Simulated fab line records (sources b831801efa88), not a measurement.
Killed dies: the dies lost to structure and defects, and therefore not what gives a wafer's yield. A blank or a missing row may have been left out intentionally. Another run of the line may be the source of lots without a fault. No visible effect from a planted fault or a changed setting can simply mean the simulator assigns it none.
fab line records :: flow sky130
record
  lots=13
  wafers=39
  lastDay=51
route steps=708 shown FIELD_ISO@14 VT_ADJUST_PCH@150
lots untouched by any fault: they come from a run of this same line in which no faults occurred
startH: hours from the record's opening day to when the first of the lot's shown wafers began :: waitH: time in hours since the lot's previous step :: " unchanged from the row above :: L1.1+2: a single row standing in for several wafers :: - either no value or no given start :: * or withheld: withheld :: < > ~ a bound
route shown NAME@n: NAME is a module with steps in the file, n the number in the route of the first one :: usual: mean/standard deviation of fault-free wafers :: same: alike in all rows :: chamber/n: place in a boat :: sites: each site's reading :: _std_site: how widely they spread, as a standard deviation :: _edge_site: inner sites' mean taken away from outer sites' mean :: radiusMm: for every site, how far away it sits from the centre of the wafer :: mask NAME#n: copy n :: behind: the most recent tool/chamber to have shaped the wafer :: hold: the reason the lot was held/the length of the hold in hours/how it ended :: device: the n, p or np transistor that did not switch :: end of line: tests of these same wafers at the route's end :: a step with no rows: only its recipe :: killed: the dies lost at the first sort to structure and to defects; this is not the yield of the wafer :: map: per-die view of a wafer (x killed, . not killed, _ where there is no die)
set.NAME: the setting as run; set.NAME@STEP: as run at that earlier step :: model.NAME: the simulator's own value behind a step, which no gauge read
a sample of lots followed through the steps of the route, with each step as a table and each wafer as a row
services: the hour from which a tool's chamber was out of use, counted from the record's first day as startH (under 0 if before that day), plus the number of hours and why
## steps
# step SKY_FIELD_ISO_CD_MEAS_13
# recipe
  targetCdNm=150
# usual
  cdNm=149.8/1.3
lot.wafer: L256.1
tool: cdSem-02
chamber: -
startH: 29.53
waitH: -
cdNm: 147.8

lot.wafer: L256.3
tool: cdSem-02
chamber: -
startH: 29.53
waitH: -
cdNm: 147.6

lot.wafer: L256.6
tool: cdSem-02
chamber: -
startH: 29.53
waitH: -
cdNm: 147.3

lot.wafer: L257.1
tool: cdSem-02
chamber: -
startH: 34.35
waitH: -
cdNm: 149.8

lot.wafer: L257.4
tool: cdSem-02
chamber: -
startH: 34.35
waitH: -
cdNm: 151.5

lot.wafer: L257.5
tool: cdSem-02
chamber: -
startH: 34.35
waitH: -
cdNm: 150.4

lot.wafer: L258.3
tool: cdSem-02
chamber: -
startH: 38.82
waitH: -
cdNm: 149.8

lot.wafer: L258.4
tool: cdSem-02
chamber: -
startH: 38.82
waitH: -
cdNm: 150.0

lot.wafer: L258.5
tool: cdSem-02
chamber: -
startH: 38.82
waitH: -
cdNm: 150.1

lot.wafer: L259.1
tool: cdSem-01
chamber: -
startH: 45.00
waitH: -
cdNm: 150.7

lot.wafer: L259.4
tool: cdSem-01
chamber: -
startH: 45.00
waitH: -
cdNm: 151.4

lot.wafer: L259.6
tool: cdSem-01
chamber: -
startH: 45.00
waitH: -
cdNm: 149.1

lot.wafer: L260.1
tool: cdSem-02
chamber: -
startH: 50.48
waitH: -
cdNm: 153.4

lot.wafer: L260.5
tool: cdSem-02
chamber: -
startH: 50.48
waitH: -
cdNm: 152.0

lot.wafer: L260.6
tool: cdSem-02
chamber: -
startH: 50.48
waitH: -
cdNm: 151.9

lot.wafer: L262.2
tool: cdSem-02
chamber: -
startH: 62.20
waitH: -
cdNm: 151.9

lot.wafer: L262.3
tool: cdSem-02
chamber: -
startH: 62.20
waitH: -
cdNm: 150.5

lot.wafer: L262.4
tool: cdSem-02
chamber: -
startH: 62.20
waitH: -
cdNm: 151.9

lot.wafer: L263.1
tool: cdSem-02
chamber: -
startH: 66.72
waitH: -
cdNm: 149.8

lot.wafer: L263.2
tool: cdSem-02
chamber: -
startH: 66.72
waitH: -
cdNm: 149.1

lot.wafer: L263.5
tool: cdSem-02
chamber: -
startH: 66.72
waitH: -
cdNm: 147.8

lot.wafer: L267.3
tool: cdSem-01
chamber: -
startH: 85.70
waitH: -
cdNm: 149.1

lot.wafer: L267.4
tool: cdSem-01
chamber: -
startH: 85.70
waitH: -
cdNm: 149.5

lot.wafer: L267.6
tool: cdSem-01
chamber: -
startH: 85.70
waitH: -
cdNm: 149.5

lot.wafer: L268.1
tool: cdSem-02
chamber: -
startH: 94.23
waitH: -
cdNm: 149.9

lot.wafer: L268.2
tool: cdSem-02
chamber: -
startH: 94.23
waitH: -
cdNm: 148.9

lot.wafer: L268.5
tool: cdSem-02
chamber: -
startH: 94.23
waitH: -
cdNm: 149.6

lot.wafer: L274.1
tool: cdSem-02
chamber: -
startH: 123.25
waitH: -
cdNm: 150.3

lot.wafer: L274.3
tool: cdSem-02
chamber: -
startH: 123.25
waitH: -
cdNm: 150.6

lot.wafer: L274.6
tool: cdSem-02
chamber: -
startH: 123.25
waitH: -
cdNm: 151.3

lot.wafer: L275.1
tool: cdSem-01
chamber: -
startH: 129.56
waitH: -
cdNm: 149.1

lot.wafer: L275.2
tool: cdSem-01
chamber: -
startH: 129.56
waitH: -
cdNm: 148.6

lot.wafer: L275.6
tool: cdSem-01
chamber: -
startH: 129.56
waitH: -
cdNm: 149.7

lot.wafer: L277.4
tool: cdSem-01
chamber: -
startH: 139.06
waitH: -
cdNm: 150.4

lot.wafer: L277.5
tool: cdSem-01
chamber: -
startH: 139.06
waitH: -
cdNm: 150.6

lot.wafer: L277.6
tool: cdSem-01
chamber: -
startH: 139.06
waitH: -
cdNm: 150.7

lot.wafer: L278.1
tool: cdSem-01
chamber: -
startH: 143.33
waitH: -
cdNm: 148.8

lot.wafer: L278.2
tool: cdSem-01
chamber: -
startH: 143.33
waitH: -
cdNm: 148.7

lot.wafer: L278.5
tool: cdSem-01
chamber: -
startH: 143.33
waitH: -
cdNm: 150.9
# step SKY_FIELD_ISO_ETCH_14
# recipe
  chemistry=N2/H2
  target=BARC
  ionEnergyEv=200
  sourceW=500
  biasW=100
  pressureMtorr=30
  n2FlowSccm=100
  h2FlowSccm=200
  stopOn=SiO2
  timeS=45.9
  targetDepthA=600
# usual
  biasW=100.05/0.29
  drypumpMotorCurrentA=6.0/0.57
  oesProductAu=0.856/0.0048
  rfFwdPowerW=495.2/1.9
  throttleValvePct=13.225/0.0094
lot.wafer: L256.1
tool: rieDiel-01
chamber: 3
startH: 29.65
waitH: 0.1
biasW: 99.92
drypumpMotorCurrentA: 6.3
oesProductAu: 0.855
rfFwdPowerW: 500.7
rfHoursCounterH: 73
throttleValvePct: 13.221

lot.wafer: L256.3
tool: rieDiel-01
chamber: 1
startH: 29.65
waitH: 0.1
biasW: 100.15
drypumpMotorCurrentA: 5.7
oesProductAu: 0.848
rfFwdPowerW: 494.9
rfHoursCounterH: 5
throttleValvePct: 13.234

lot.wafer: L256.6
tool: rieDiel-01
chamber: 3
startH: 29.65
waitH: 0.1
biasW: 99.93
drypumpMotorCurrentA: 6.3
oesProductAu: 0.847
rfFwdPowerW: 496.7
rfHoursCounterH: -
throttleValvePct: 13.231

lot.wafer: L257.1
tool: rieDiel-03
chamber: 1
startH: 34.47
waitH: 0.1
biasW: 100.10
drypumpMotorCurrentA: 5.5
oesProductAu: 0.856
rfFwdPowerW: 493.7
rfHoursCounterH: 151
throttleValvePct: 13.222

lot.wafer: L257.4
tool: rieDiel-03
chamber: 0
startH: 34.47
waitH: 0.1
biasW: 100.05
drypumpMotorCurrentA: 6.0
oesProductAu: 0.850
rfFwdPowerW: 495.9
rfHoursCounterH: 1
throttleValvePct: 13.248

lot.wafer: L257.5
tool: rieDiel-03
chamber: 2
startH: 34.47
waitH: 0.1
biasW: 99.56
drypumpMotorCurrentA: 5.5
oesProductAu: 0.864
rfFwdPowerW: 494.9
rfHoursCounterH: -
throttleValvePct: 13.233

lot.wafer: L258.3
tool: rieDiel-04
chamber: 3
startH: 38.90
waitH: 0.1
biasW: 99.75
drypumpMotorCurrentA: 5.0
oesProductAu: 0.855
rfFwdPowerW: 494.0
rfHoursCounterH: 18
throttleValvePct: 13.224

lot.wafer: L258.4
tool: rieDiel-04
chamber: 2
startH: 38.90
waitH: 0.1
biasW: 100.06
drypumpMotorCurrentA: 6.5
oesProductAu: 0.860
rfFwdPowerW: 494.4
rfHoursCounterH: 126
throttleValvePct: 13.233

lot.wafer: L258.5
tool: rieDiel-04
chamber: 0
startH: 38.90
waitH: 0.1
biasW: 99.66
drypumpMotorCurrentA: 6.7
oesProductAu: 0.861
rfFwdPowerW: 493.6
rfHoursCounterH: -
throttleValvePct: 13.230

lot.wafer: L259.1
tool: rieDiel-04
chamber: 2
startH: 45.12
waitH: 0.1
biasW: 99.89
drypumpMotorCurrentA: 6.5
oesProductAu: 0.856
rfFwdPowerW: 494.6
rfHoursCounterH: 126
throttleValvePct: 13.204

lot.wafer: L259.4
tool: rieDiel-04
chamber: 3
startH: 45.12
waitH: 0.1
biasW: 99.77
drypumpMotorCurrentA: 5.0
oesProductAu: 0.853
rfFwdPowerW: 495.4
rfHoursCounterH: 18
throttleValvePct: 13.208

lot.wafer: L259.6
tool: rieDiel-04
chamber: 2
startH: 45.12
waitH: 0.1
biasW: 100.24
drypumpMotorCurrentA: 6.5
oesProductAu: 0.850
rfFwdPowerW: 495.5
rfHoursCounterH: -
throttleValvePct: 13.220

lot.wafer: L260.1
tool: rieDiel-03
chamber: 2
startH: 50.60
waitH: 0.1
biasW: 100.78
drypumpMotorCurrentA: 5.6
oesProductAu: 0.848
rfFwdPowerW: 495.3
rfHoursCounterH: 5
throttleValvePct: 13.221

lot.wafer: L260.5
tool: rieDiel-03
chamber: 0
startH: 50.60
waitH: 0.1
biasW: 99.79
drypumpMotorCurrentA: 6.0
oesProductAu: 0.858
rfFwdPowerW: 495.0
rfHoursCounterH: -
throttleValvePct: 13.222

lot.wafer: L260.6
tool: rieDiel-03
chamber: 3
startH: 50.60
waitH: 0.1
biasW: 99.76
drypumpMotorCurrentA: 5.1
oesProductAu: 0.855
rfFwdPowerW: 495.9
rfHoursCounterH: -
throttleValvePct: 13.216

lot.wafer: L262.2
tool: rieDiel-04
chamber: 0
startH: 62.30
waitH: 0.1
biasW: 99.64
drypumpMotorCurrentA: 6.7
oesProductAu: 0.859
rfFwdPowerW: 495.9
rfHoursCounterH: 158
throttleValvePct: 13.226

lot.wafer: L262.3
tool: rieDiel-04
chamber: 3
startH: 62.30
waitH: 0.1
biasW: 100.06
drypumpMotorCurrentA: 4.9
oesProductAu: 0.854
rfFwdPowerW: 498.2
rfHoursCounterH: 19
throttleValvePct: 13.208

lot.wafer: L262.4
tool: rieDiel-04
chamber: 1
startH: 62.30
waitH: 0.1
biasW: 100.34
drypumpMotorCurrentA: 6.5
oesProductAu: 0.859
rfFwdPowerW: 497.4
rfHoursCounterH: 47
throttleValvePct: 13.213

lot.wafer: L263.1
tool: rieDiel-01
chamber: 2
startH: 66.84
waitH: 0.1
biasW: 99.90
drypumpMotorCurrentA: 6.2
oesProductAu: 0.855
rfFwdPowerW: 495.5
rfHoursCounterH: 55
throttleValvePct: 13.233

lot.wafer: L263.2
tool: rieDiel-01
chamber: 0
startH: 66.84
waitH: 0.1
biasW: 99.53
drypumpMotorCurrentA: 5.9
oesProductAu: 0.859
rfFwdPowerW: 494.4
rfHoursCounterH: 83
throttleValvePct: 13.225

lot.wafer: L263.5
tool: rieDiel-01
chamber: 2
startH: 66.84
waitH: 0.1
biasW: 99.46
drypumpMotorCurrentA: 6.2
oesProductAu: 0.859
rfFwdPowerW: 496.2
rfHoursCounterH: -
throttleValvePct: 13.217

lot.wafer: L267.3
tool: rieDiel-03
chamber: 1
startH: 85.78
waitH: 0.1
biasW: 99.94
drypumpMotorCurrentA: 5.5
oesProductAu: 0.859
rfFwdPowerW: 414.0
rfHoursCounterH: 152
throttleValvePct: 13.223

lot.wafer: L267.4
tool: rieDiel-03
chamber: 3
startH: 85.78
waitH: 0.1
biasW: 99.67
drypumpMotorCurrentA: 5.2
oesProductAu: 0.852
rfFwdPowerW: 414.0
rfHoursCounterH: 0
throttleValvePct: 13.222

lot.wafer: L267.6
tool: rieDiel-03
chamber: 3
startH: 85.78
waitH: 0.1
biasW: 100.00
drypumpMotorCurrentA: 5.2
oesProductAu: 0.862
rfFwdPowerW: 414.1
rfHoursCounterH: -
throttleValvePct: 13.233

lot.wafer: L268.1
tool: rieDiel-03
chamber: 2
startH: 94.35
waitH: 0.1
biasW: 100.33
drypumpMotorCurrentA: 5.6
oesProductAu: 0.852
rfFwdPowerW: 414.0
rfHoursCounterH: 5
throttleValvePct: 13.223

lot.wafer: L268.2
tool: rieDiel-03
chamber: 1
startH: 94.35
waitH: 0.1
biasW: 100.85
drypumpMotorCurrentA: 5.5
oesProductAu: 0.856
rfFwdPowerW: 411.6
rfHoursCounterH: 152
throttleValvePct: 13.219

lot.wafer: L268.5
tool: rieDiel-03
chamber: 1
startH: 94.35
waitH: 0.1
biasW: 100.45
drypumpMotorCurrentA: 5.5
oesProductAu: 0.859
rfFwdPowerW: 411.1
rfHoursCounterH: -
throttleValvePct: 13.241

lot.wafer: L274.1
tool: rieDiel-04
chamber: 2
startH: 123.37
waitH: 0.1
biasW: 100.10
drypumpMotorCurrentA: 6.5
oesProductAu: 0.864
rfFwdPowerW: 494.0
rfHoursCounterH: 128
throttleValvePct: 13.217

lot.wafer: L274.3
tool: rieDiel-04
chamber: 3
startH: 123.37
waitH: 0.1
biasW: 100.26
drypumpMotorCurrentA: 5.0
oesProductAu: 0.860
rfFwdPowerW: 498.0
rfHoursCounterH: 20
throttleValvePct: 13.210

lot.wafer: L274.6
tool: rieDiel-04
chamber: 3
startH: 123.37
waitH: 0.1
biasW: 100.33
drypumpMotorCurrentA: 4.9
oesProductAu: 0.854
rfFwdPowerW: 497.1
rfHoursCounterH: -
throttleValvePct: 13.226

lot.wafer: L275.1
tool: rieDiel-04
chamber: 0
startH: 129.68
waitH: 0.1
biasW: 99.85
drypumpMotorCurrentA: 6.7
oesProductAu: 0.860
rfFwdPowerW: 494.3
rfHoursCounterH: 160
throttleValvePct: 13.237

lot.wafer: L275.2
tool: rieDiel-04
chamber: 2
startH: 129.68
waitH: 0.1
biasW: 100.18
drypumpMotorCurrentA: 6.5
oesProductAu: 0.861
rfFwdPowerW: 492.5
rfHoursCounterH: 128
throttleValvePct: 13.214

lot.wafer: L275.6
tool: rieDiel-04
chamber: 2
startH: 129.68
waitH: 0.1
biasW: 99.77
drypumpMotorCurrentA: 6.5
oesProductAu: 0.866
rfFwdPowerW: 492.2
rfHoursCounterH: -
throttleValvePct: 13.231

lot.wafer: L277.4
tool: rieDiel-04
chamber: 0
startH: 139.14
waitH: 0.1
biasW: 100.50
drypumpMotorCurrentA: 6.7
oesProductAu: 0.856
rfFwdPowerW: 494.4
rfHoursCounterH: -
throttleValvePct: 13.228

lot.wafer: L277.5
tool: rieDiel-04
chamber: 2
startH: 139.14
waitH: 0.1
biasW: 99.74
drypumpMotorCurrentA: 6.5
oesProductAu: 0.845
rfFwdPowerW: 494.5
rfHoursCounterH: -
throttleValvePct: 13.242

lot.wafer: L277.6
tool: rieDiel-04
chamber: 1
startH: 139.14
waitH: 0.1
biasW: 100.41
drypumpMotorCurrentA: 6.5
oesProductAu: 0.859
rfFwdPowerW: 493.6
rfHoursCounterH: -
throttleValvePct: 13.238

lot.wafer: L278.1
tool: rieDiel-01
chamber: 1
startH: 143.45
waitH: 0.1
biasW: 100.34
drypumpMotorCurrentA: 5.7
oesProductAu: 0.854
rfFwdPowerW: 495.5
rfHoursCounterH: 8
throttleValvePct: 13.224

lot.wafer: L278.2
tool: rieDiel-01
chamber: 2
startH: 143.45
waitH: 0.1
biasW: 100.42
drypumpMotorCurrentA: 6.2
oesProductAu: 0.860
rfFwdPowerW: 493.7
rfHoursCounterH: 57
throttleValvePct: 13.210

lot.wafer: L278.5
tool: rieDiel-01
chamber: 3
startH: 143.45
waitH: 0.1
biasW: 99.93
drypumpMotorCurrentA: 6.3
oesProductAu: 0.861
rfFwdPowerW: 500.2
rfHoursCounterH: -
throttleValvePct: 13.214
# step SKY_FIELD_ISO_THK_MEAS_23
# recipe
  reads=SiO2_of_FIELD_ISO_OXIDATION_22
# usual
  FIELD_ISO_OXIDATION_01_THK=10.06/0.21
lot.wafer: L256.1
tool: filmMetro-02
chamber: -
startH: 32.46
waitH: 0.0
FIELD_ISO_OXIDATION_01_THK[nm]: 9.98

lot.wafer: L256.3
tool: filmMetro-02
chamber: -
startH: 32.46
waitH: 0.0
FIELD_ISO_OXIDATION_01_THK[nm]: 9.97

lot.wafer: L256.6
tool: filmMetro-02
chamber: -
startH: 32.46
waitH: 0.0
FIELD_ISO_OXIDATION_01_THK[nm]: 9.88

lot.wafer: L257.1
tool: filmMetro-02
chamber: -
startH: 38.07
waitH: 0.0
FIELD_ISO_OXIDATION_01_THK[nm]: 10.05

lot.wafer: L257.4
tool: filmMetro-02
chamber: -
startH: 38.07
waitH: 0.0
FIELD_ISO_OXIDATION_01_THK[nm]: 10.16

lot.wafer: L257.5
tool: filmMetro-02
chamber: -
startH: 38.07
waitH: 0.0
FIELD_ISO_OXIDATION_01_THK[nm]: 10.10

lot.wafer: L258.3
tool: filmMetro-02
chamber: -
startH: 42.75
waitH: 0.0
FIELD_ISO_OXIDATION_01_THK[nm]: 10.03

lot.wafer: L258.4
tool: filmMetro-02
chamber: -
startH: 42.75
waitH: 0.0
FIELD_ISO_OXIDATION_01_THK[nm]: 10.12

lot.wafer: L258.5
tool: filmMetro-02
chamber: -
startH: 42.75
waitH: 0.0
FIELD_ISO_OXIDATION_01_THK[nm]: 10.09

lot.wafer: L259.1
tool: filmMetro-04
chamber: -
startH: 46.83
waitH: 0.0
FIELD_ISO_OXIDATION_01_THK[nm]: 9.95

lot.wafer: L259.4
tool: filmMetro-04
chamber: -
startH: 46.83
waitH: 0.0
FIELD_ISO_OXIDATION_01_THK[nm]: 9.69

lot.wafer: L259.6
tool: filmMetro-04
chamber: -
startH: 46.83
waitH: 0.0
FIELD_ISO_OXIDATION_01_THK[nm]: 9.65

lot.wafer: L260.1
tool: filmMetro-04
chamber: -
startH: 52.32
waitH: 0.0
FIELD_ISO_OXIDATION_01_THK[nm]: 9.99

lot.wafer: L260.5
tool: filmMetro-04
chamber: -
startH: 52.32
waitH: 0.0
FIELD_ISO_OXIDATION_01_THK[nm]: 9.94

lot.wafer: L260.6
tool: filmMetro-04
chamber: -
startH: 52.32
waitH: 0.0
FIELD_ISO_OXIDATION_01_THK[nm]: 10.13

lot.wafer: L262.2
tool: filmMetro-01
chamber: -
startH: 65.05
waitH: 0.0
FIELD_ISO_OXIDATION_01_THK[nm]: 10.16

lot.wafer: L262.3
tool: filmMetro-01
chamber: -
startH: 65.05
waitH: 0.0
FIELD_ISO_OXIDATION_01_THK[nm]: 10.13

lot.wafer: L262.4
tool: filmMetro-01
chamber: -
startH: 65.05
waitH: 0.0
FIELD_ISO_OXIDATION_01_THK[nm]: 10.05

lot.wafer: L263.1
tool: filmMetro-01
chamber: -
startH: 68.96
waitH: 0.0
FIELD_ISO_OXIDATION_01_THK[nm]: 9.60

lot.wafer: L263.2
tool: filmMetro-01
chamber: -
startH: 68.96
waitH: 0.0
FIELD_ISO_OXIDATION_01_THK[nm]: 9.68

lot.wafer: L263.5
tool: filmMetro-01
chamber: -
startH: 68.96
waitH: 0.0
FIELD_ISO_OXIDATION_01_THK[nm]: 9.55

lot.wafer: L267.3
tool: filmMetro-04
chamber: -
startH: 90.15
waitH: 0.0
FIELD_ISO_OXIDATION_01_THK[nm]: 9.97

lot.wafer: L267.4
tool: filmMetro-04
chamber: -
startH: 90.15
waitH: 0.0
FIELD_ISO_OXIDATION_01_THK[nm]: 9.94

lot.wafer: L267.6
tool: filmMetro-04
chamber: -
startH: 90.15
waitH: 0.0
FIELD_ISO_OXIDATION_01_THK[nm]: 9.92

lot.wafer: L268.1
tool: filmMetro-01
chamber: -
startH: 97.11
waitH: 0.0
FIELD_ISO_OXIDATION_01_THK[nm]: 10.08

lot.wafer: L268.2
tool: filmMetro-01
chamber: -
startH: 97.11
waitH: 0.0
FIELD_ISO_OXIDATION_01_THK[nm]: 9.81

lot.wafer: L268.5
tool: filmMetro-01
chamber: -
startH: 97.11
waitH: 0.0
FIELD_ISO_OXIDATION_01_THK[nm]: 9.97

lot.wafer: L274.1
tool: filmMetro-01
chamber: -
startH: 125.18
waitH: 0.0
FIELD_ISO_OXIDATION_01_THK[nm]: 10.28

lot.wafer: L274.3
tool: filmMetro-01
chamber: -
startH: 125.18
waitH: 0.0
FIELD_ISO_OXIDATION_01_THK[nm]: 10.12

lot.wafer: L274.6
tool: filmMetro-01
chamber: -
startH: 125.18
waitH: 0.0
FIELD_ISO_OXIDATION_01_THK[nm]: 10.24

lot.wafer: L275.1
tool: filmMetro-01
chamber: -
startH: 131.84
waitH: 0.0
FIELD_ISO_OXIDATION_01_THK[nm]: 10.48

lot.wafer: L275.2
tool: filmMetro-01
chamber: -
startH: 131.84
waitH: 0.0
FIELD_ISO_OXIDATION_01_THK[nm]: 10.36

lot.wafer: L275.6
tool: filmMetro-01
chamber: -
startH: 131.84
waitH: 0.0
FIELD_ISO_OXIDATION_01_THK[nm]: 10.48

lot.wafer: L277.4
tool: filmMetro-02
chamber: -
startH: 141.34
waitH: 0.0
FIELD_ISO_OXIDATION_01_THK[nm]: 10.33

lot.wafer: L277.5
tool: filmMetro-02
chamber: -
startH: 141.34
waitH: 0.0
FIELD_ISO_OXIDATION_01_THK[nm]: 10.24

lot.wafer: L277.6
tool: filmMetro-02
chamber: -
startH: 141.34
waitH: 0.0
FIELD_ISO_OXIDATION_01_THK[nm]: 10.42

lot.wafer: L278.1
tool: filmMetro-04
chamber: -
startH: 145.19
waitH: 0.0
FIELD_ISO_OXIDATION_01_THK[nm]: 10.33

lot.wafer: L278.2
tool: filmMetro-04
chamber: -
startH: 145.19
waitH: 0.0
FIELD_ISO_OXIDATION_01_THK[nm]: 10.22

lot.wafer: L278.5
tool: filmMetro-04
chamber: -
startH: 145.19
waitH: 0.0
FIELD_ISO_OXIDATION_01_THK[nm]: 10.10
# step SKY_VT_ADJUST_PCH_OVL_MEAS_07
# usual
  VT_ADJUST_PCH_OVL=-0.2/1.4
lot.wafer: L256.1
tool: overlay-01
chamber: -
startH: 236.51
waitH: -
VT_ADJUST_PCH_OVL[nm]: -0.8

lot.wafer: L256.3
tool: overlay-01
chamber: -
startH: 236.51
waitH: -
VT_ADJUST_PCH_OVL[nm]: -1.5

lot.wafer: L256.6
tool: overlay-01
chamber: -
startH: 236.51
waitH: -
VT_ADJUST_PCH_OVL[nm]: 0.0

lot.wafer: L257.1
tool: overlay-01
chamber: -
startH: 243.28
waitH: -
VT_ADJUST_PCH_OVL[nm]: -0.7

lot.wafer: L257.4
tool: overlay-01
chamber: -
startH: 243.28
waitH: -
VT_ADJUST_PCH_OVL[nm]: -0.6

lot.wafer: L257.5
tool: overlay-01
chamber: -
startH: 243.28
waitH: -
VT_ADJUST_PCH_OVL[nm]: -1.2

lot.wafer: L258.3
tool: overlay-01
chamber: -
startH: 247.66
waitH: -
VT_ADJUST_PCH_OVL[nm]: 1.8

lot.wafer: L258.4
tool: overlay-01
chamber: -
startH: 247.66
waitH: -
VT_ADJUST_PCH_OVL[nm]: -0.2

lot.wafer: L258.5
tool: overlay-01
chamber: -
startH: 247.66
waitH: -
VT_ADJUST_PCH_OVL[nm]: -0.2

lot.wafer: L259.1
tool: overlay-01
chamber: -
startH: 256.10
waitH: -
VT_ADJUST_PCH_OVL[nm]: -3.7

lot.wafer: L259.4
tool: overlay-01
chamber: -
startH: 256.10
waitH: -
VT_ADJUST_PCH_OVL[nm]: -1.1

lot.wafer: L259.6
tool: overlay-01
chamber: -
startH: 256.10
waitH: -
VT_ADJUST_PCH_OVL[nm]: -1.4

lot.wafer: L260.1
tool: overlay-01
chamber: -
startH: 261.73
waitH: -
VT_ADJUST_PCH_OVL[nm]: -0.9

lot.wafer: L260.5
tool: overlay-01
chamber: -
startH: 261.73
waitH: -
VT_ADJUST_PCH_OVL[nm]: 0.4

lot.wafer: L260.6
tool: overlay-01
chamber: -
startH: 261.73
waitH: -
VT_ADJUST_PCH_OVL[nm]: -1.3

lot.wafer: L262.2
tool: overlay-02
chamber: -
startH: 279.79
waitH: -
VT_ADJUST_PCH_OVL[nm]: 0.5

lot.wafer: L262.3
tool: overlay-02
chamber: -
startH: 279.79
waitH: -
VT_ADJUST_PCH_OVL[nm]: 0.1

lot.wafer: L262.4
tool: overlay-02
chamber: -
startH: 279.79
waitH: -
VT_ADJUST_PCH_OVL[nm]: -1.6

lot.wafer: L263.1
tool: overlay-02
chamber: -
startH: 286.40
waitH: -
VT_ADJUST_PCH_OVL[nm]: -0.3

lot.wafer: L263.2
tool: overlay-02
chamber: -
startH: 286.40
waitH: -
VT_ADJUST_PCH_OVL[nm]: 1.3

lot.wafer: L263.5
tool: overlay-02
chamber: -
startH: 286.40
waitH: -
VT_ADJUST_PCH_OVL[nm]: 1.2

lot.wafer: L267.3
tool: overlay-01
chamber: -
startH: 325.64
waitH: -
VT_ADJUST_PCH_OVL[nm]: -0.7

lot.wafer: L267.4
tool: overlay-01
chamber: -
startH: 325.64
waitH: -
VT_ADJUST_PCH_OVL[nm]: -1.1

lot.wafer: L267.6
tool: overlay-01
chamber: -
startH: 325.64
waitH: -
VT_ADJUST_PCH_OVL[nm]: -0.7

lot.wafer: L268.1
tool: overlay-02
chamber: -
startH: 335.60
waitH: -
VT_ADJUST_PCH_OVL[nm]: 0.0

lot.wafer: L268.2
tool: overlay-02
chamber: -
startH: 335.60
waitH: -
VT_ADJUST_PCH_OVL[nm]: 2.2

lot.wafer: L268.5
tool: overlay-02
chamber: -
startH: 335.60
waitH: -
VT_ADJUST_PCH_OVL[nm]: -0.1

lot.wafer: L274.1
tool: overlay-01
chamber: -
startH: 376.86
waitH: -
VT_ADJUST_PCH_OVL[nm]: -1.3

lot.wafer: L274.3
tool: overlay-01
chamber: -
startH: 376.86
waitH: -
VT_ADJUST_PCH_OVL[nm]: -1.7

lot.wafer: L274.6
tool: overlay-01
chamber: -
startH: 376.86
waitH: -
VT_ADJUST_PCH_OVL[nm]: -1.8

lot.wafer: L275.1
tool: overlay-02
chamber: -
startH: 386.68
waitH: -
VT_ADJUST_PCH_OVL[nm]: -1.0

lot.wafer: L275.2
tool: overlay-02
chamber: -
startH: 386.68
waitH: -
VT_ADJUST_PCH_OVL[nm]: 1.7

lot.wafer: L275.6
tool: overlay-02
chamber: -
startH: 386.68
waitH: -
VT_ADJUST_PCH_OVL[nm]: -0.5

lot.wafer: L277.4
tool: overlay-01
chamber: -
startH: 401.20
waitH: -
VT_ADJUST_PCH_OVL[nm]: -1.1

lot.wafer: L277.5
tool: overlay-01
chamber: -
startH: 401.20
waitH: -
VT_ADJUST_PCH_OVL[nm]: -1.7

lot.wafer: L277.6
tool: overlay-01
chamber: -
startH: 401.20
waitH: -
VT_ADJUST_PCH_OVL[nm]: -0.2

lot.wafer: L278.1
tool: overlay-02
chamber: -
startH: 407.69
waitH: -
VT_ADJUST_PCH_OVL[nm]: 2.9

lot.wafer: L278.2
tool: overlay-02
chamber: -
startH: 407.69
waitH: -
VT_ADJUST_PCH_OVL[nm]: 0.7

lot.wafer: L278.5
tool: overlay-02
chamber: -
startH: 407.69
waitH: -
VT_ADJUST_PCH_OVL[nm]: 0.7
## services
tool: rieDiel-04
chamber: 1
startH: 13.22
hours: 4.5
kind: repair

tool: rieDiel-03
chamber: 3
startH: 54.84
hours: -
kind: clean

tool: rieDiel-03
chamber: 3
startH: 54.84
hours: 17.3
kind: scheduledDown

tool: rieDiel-03
chamber: 3
startH: 54.84
hours: 17.3
kind: ventCycle

tool: rieDiel-04
chamber: -
startH: 56.61
hours: 1.2
kind: repair

tool: rieDiel-04
chamber: -
startH: 118.27
hours: 1.5
kind: repair

tool: rieDiel-04
chamber: 3
startH: 124.31
hours: 23.5
kind: repair

tool: rieDiel-04
chamber: 1
startH: 125.67
hours: 4.7
kind: repair

tool: rieDiel-03
chamber: 2
startH: 131.85
hours: 2.8
kind: repair

tool: rieDiel-03
chamber: 1
startH: 134.90
hours: 3.1
kind: repair
## key
firstSign
  step=SKY_FIELD_ISO_ETCH_14
  reading=rfFwdPowerW
  direction=down
  sigmas=43
  usual=495.2
  struck=413.1
effect none on later readings
metAt SKY_FIELD_ISO_ETCH_14
struckLots L267,L268
testerLeftOut L267,L268
notActingAt SKY_FIELD_ISO_CD_MEAS_13,SKY_FIELD_ISO_THK_MEAS_23,SKY_VT_ADJUST_PCH_OVL_MEAS_07
onsetBetween 50.60 85.78
fault
  kind=processParameterDrift
  tool=rieDiel-03
  chamber=-
  onsetH=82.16
  steps=SKY_FIELD_ISO_ETCH_14
  channel=sourceW
  offset=-80
  shape=step
  endH=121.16
  actsIn=theseRecipesOnly
  stated=500
# testerLeftOut: of these lots the tester's yield and bins aren't shown, on N5 and GAA mostly nor the transistor test; their killed dies are dies lost to structure and defects alone, not to doping, threshold or leakage, so they don't give the yield
